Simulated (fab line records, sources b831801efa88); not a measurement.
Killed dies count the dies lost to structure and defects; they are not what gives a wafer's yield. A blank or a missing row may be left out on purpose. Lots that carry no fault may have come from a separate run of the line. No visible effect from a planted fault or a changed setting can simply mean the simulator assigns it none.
2 desks, one fault -- flow gf180mcu -- numbers are kept per desk, each desk with only its own; the story behind them comes last

== AT THE METROLOGY DESK ==
Lot by lot, what the gauges showed, no matter which tool ran the lot: averages of those sampled wafers that carry a number. If a lot's mean is further than 4 standard deviations from the usual mean, the lot is out of limits and carries the mark OUT (the distance appears in the brackets).
Columns: A = HV_LDD_02_OVL at GF_HV_LDD_OVL_MEAS_32, usual -0.5 nm; B = V1_CVD_00_THK at GF_V1_THK_MEAS_01, usual 601 nm; C = V1_BOW at GF_V1_BOW_MEAS_05, usual 82 um; D = cdNm at GF_V1_CD_MEAS_14, usual 260.3 nm
lot,first seen here,A,B,C,D
L560,day 11 16:57,-1.0,597,73,258.9
L564,day 13 05:05,0.0,596,83,260.7
L565,day 13 13:11,0.9,607,82,259.3
L566,day 13 20:41,-1.7,599,80,261.4
L568,day 14 11:26,1.1,599,83,260.3
L569,day 14 21:50,-0.5,608,85,260.2
L570,day 15 02:14,-2.0,613,78,259.2
L571,day 15 08:14,-0.8,601,88,260.9
L572,day 15 18:44,203.2 (+99 or more) OUT,-,-,-
L573,day 16 01:08,0.1,610,77,260.1
L574,day 16 06:17,201.7 (+99 or more) OUT,-,-,-
L577,day 17 19:47,-1.0,607,88,262.3
L579,day 18 03:29,203.5 (+99 or more) OUT,-,-,-
L580,day 18 13:17,1.0,599,83,259.8
L581,day 19 02:50,0.4,596,84,259.1
Finding of this desk: L572, L574, L579 out of limits, first seen on L572 at day 15 18:44 (HV_LDD_02_OVL at GF_HV_LDD_OVL_MEAS_32). L560, L564, L565, L566, L568, L569, L570, L571, L573, L577, L580, L581: within limits.

== DESK OF THE TOOL OWNER: ilineStepper-02 ==
The tool's own readings at GF_HV_LDD_EXPOSE_28 (exposes mask Nplus HV AREA, target cd 400 nm): means of the sampled wafers that have a number, for each lot that ran on this tool. If a lot's mean is further than 4 standard deviations from the usual mean, the lot is out of limits and carries the mark OUT (the distance appears in the brackets).
Columns: A = reticleTempC at GF_HV_LDD_EXPOSE_28, usual 23.01 C
lot,first seen here,A
L560,day 11 07:38,23.09
L564,day 12 19:06,23.09
L568,day 14 01:37,23.02
L569,day 14 11:25,23.03
L570,day 14 16:08,23.09
L572,day 15 07:56,23.04
L574,day 15 19:58,23.10
L579,day 17 16:20,23.00
Result from this desk: across the 8 lots, nothing is out of limits.

== TAKEN TOGETHER ==
L572, L574, L579 would have let the metrology desk raise an alarm at day 15 18:44.
The tool owner's desk saw nothing out of limits.
On record at the tool owner's desk: L572, L574, L579, within its limits.
On ilineStepper-02, each named lot ran GF_HV_LDD_EXPOSE_28.

== WHAT HAD BEEN PUT IN BY THE SIMULATOR ==
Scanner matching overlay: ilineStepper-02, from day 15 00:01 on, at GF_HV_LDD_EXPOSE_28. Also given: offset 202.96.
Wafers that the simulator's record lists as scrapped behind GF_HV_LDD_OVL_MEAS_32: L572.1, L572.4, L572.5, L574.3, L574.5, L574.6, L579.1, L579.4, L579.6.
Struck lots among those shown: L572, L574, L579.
Delay in hours, fault start to first out-of-limits reading, per desk: metrology desk 19.
